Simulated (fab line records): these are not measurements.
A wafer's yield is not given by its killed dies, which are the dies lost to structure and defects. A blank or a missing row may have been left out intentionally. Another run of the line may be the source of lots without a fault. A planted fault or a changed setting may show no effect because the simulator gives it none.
A lot that was struck, set against a sound lot + flow sky130 + 17 steps out of a route of 708
Sound: these wafers, L608.2, L608.3, L608.4. Struck: wafers L621.5, L621.6. (L621.2 of the same lot was not struck and is left out.) The cause comes at the end.
At each step with rows: each side's tool, then ch and its chambers, then its first start. Under that, the readings that differ: sound wafers + struck wafers + difference of the means + sigmas: that difference in standard deviations of wafers without a fault.
alike: readings whose means differ by less than 2 such deviations, and words and numbers that are the same on both sides. not compared: withheld readings, readings that some wafer has no value for, bounds like >300 that may hide the same value, and numbers for which the record gives no deviation and whose values overlap.
A row with sigmas, a row that says differs or no value, or rows on one side alone: a step with any of these is where the two part. Non-overlapping numbers with no deviation appear without sigmas and do not part them. A reading missing from all wafers of one side parts the sides only when that side holds two or more wafers.

SKY_VT_ADJUST_HVTP_OVL_MEAS_08:
  sound on overlay-01, day 6 01:16; struck on overlay-01, day 9 10:59
  alike: VT_ADJUST_HVTP_OVL
then, 1 step without rows for these wafers: SKY_VT_ADJUST_HVTP_IMPLANT_09.
SKY_VT_ADJUST_HVTP_STRIP_10: strips in O2/N2.
  sound on plasmaAsher-01 ch 0,1, day 6 01:27; struck on plasmaAsher-03 ch 0,1, day 9 11:10
| reading                  | sound             | struck      | difference | sigmas |
|--------------------------|-------------------|-------------|------------|--------|
| stripTimeToEndpointS (s) | 14.24 14.24 14.20 | 14.10 14.07 | -0.14      | -4     |
  alike: drypumpMotorCurrentA, oesProductAu
  not compared: rfHoursCounterH
SKY_VT_ADJUST_HVTP_TW_MEAS_11:
  sound on filmMetro-02, day 6 01:34; struck on filmMetro-03, day 9 11:17
| reading           | sound          | struck    | difference | sigmas |
|-------------------|----------------|-----------|------------|--------|
| VT_ADJUST_HVTP_TW | 1359 1360 1358 | 1339 1343 | -18        | -2     |
then, 7 steps without rows for these wafers: SKY_VT_ADJUST_LVTN_DEHYDRATE_00 (time 60 s); SKY_VT_ADJUST_LVTN_HMDS_01 (prime time 60 s); SKY_VT_ADJUST_LVTN_COAT_02 (resist thk 3000 nm); SKY_VT_ADJUST_LVTN_SOFTBAKE_03; SKY_VT_ADJUST_LVTN_EXPOSE_04 (exposes mask NWM COMPLEMENT LESS NATIVE, target cd 840 nm); SKY_VT_ADJUST_LVTN_PEB_05; SKY_VT_ADJUST_LVTN_DEVELOP_06 (develop time 60 s).
SKY_VT_ADJUST_LVTN_OVL_MEAS_07:
  sound on overlay-02, day 6 19:54; struck on overlay-01, day 10 08:13
  alike: VT_ADJUST_LVTN_OVL
SKY_VT_ADJUST_LVTN_IMPLANT_08:
  sound on implanter-04 ch 0, day 6 19:57; struck on implanter-04 ch 0, day 10 08:16
  alike: doseIonsCm2, endStationPressureTorr
SKY_VT_ADJUST_LVTN_STRIP_09: strips in O2/N2.
  sound on plasmaAsher-04 ch 0,1, day 6 20:05; struck on plasmaAsher-01 ch 0,1, day 10 08:23
  alike: drypumpMotorCurrentA, oesProductAu, stripTimeToEndpointS
  not compared: rfHoursCounterH
SKY_VT_ADJUST_LVTN_TW_MEAS_10:
  sound on filmMetro-04, day 6 20:11; struck on filmMetro-02, day 10 08:30
| reading           | sound             | struck      | difference | sigmas |
|-------------------|-------------------|-------------|------------|--------|
| VT_ADJUST_LVTN_TW | 240.9 241.3 241.6 | 216.2 214.1 | -26.1      | -9     |
then, 1 step without rows for these wafers: SKY_VT_ADJUST_LVTN_DEHYDRATE_11 (time 60 s).
-- a jump in the record: the struck wafers' starts before and after are 40 days apart (it breaks off in module VT_ADJUST_LVTN and resumes in module PAD_OPEN, where the first step shown is number 708 of the route) --
SKY_PAD_OPEN_PROBE_99:
  sound on prober-01, day 45 11:49; struck on prober-02, day 49 21:09
| reading                              | sound                | struck        | difference | sigmas |
|--------------------------------------|----------------------|---------------|------------|--------|
| model.etest.nfet_01v8.driveUaUmRange | 10.39 6.257 5.101    | 20.93 18.78   | +12.61     |        |
| model.etest.nfet_01v8.offLog10AUm    | -13.3 -13.33 -13.33  | -13.2 -13.25  | +0.1       |        |
| model.etest.nfet_01v8_lvt.vtSatV (V) | 0.5355 0.5336 0.5171 | 0.5037 0.5081 | -0.0228    |        |
| model.etest.nfet_01v8_lvt.vtV (V)    | 0.6049 0.6061 0.6001 | 0.5914 0.596  | -0.0100    |        |
  alike: killed_at_M0_to_M3, killed_at_M4_up, killedAtContacts, killedAtFrontEnd, killedAtOther, killedDies, killedOpen, killedShort
  not compared: model.etest.nfet_01v8.driveUaUmRimLessCentre, model.etest.nfet_01v8_turned.offLog10AUm, model.etest.nfet_01v8_swapped.vtSatV, model.etest.nfet_01v8.vtSatV

WHERE THEY PART
Earliest at SKY_VT_ADJUST_HVTP_STRIP_10; latest, in this record, at SKY_VT_ADJUST_LVTN_TW_MEAS_10. Later steps at which nothing parts them and some readings are alike: SKY_PAD_OPEN_PROBE_99.

WHY: what the simulator had put in
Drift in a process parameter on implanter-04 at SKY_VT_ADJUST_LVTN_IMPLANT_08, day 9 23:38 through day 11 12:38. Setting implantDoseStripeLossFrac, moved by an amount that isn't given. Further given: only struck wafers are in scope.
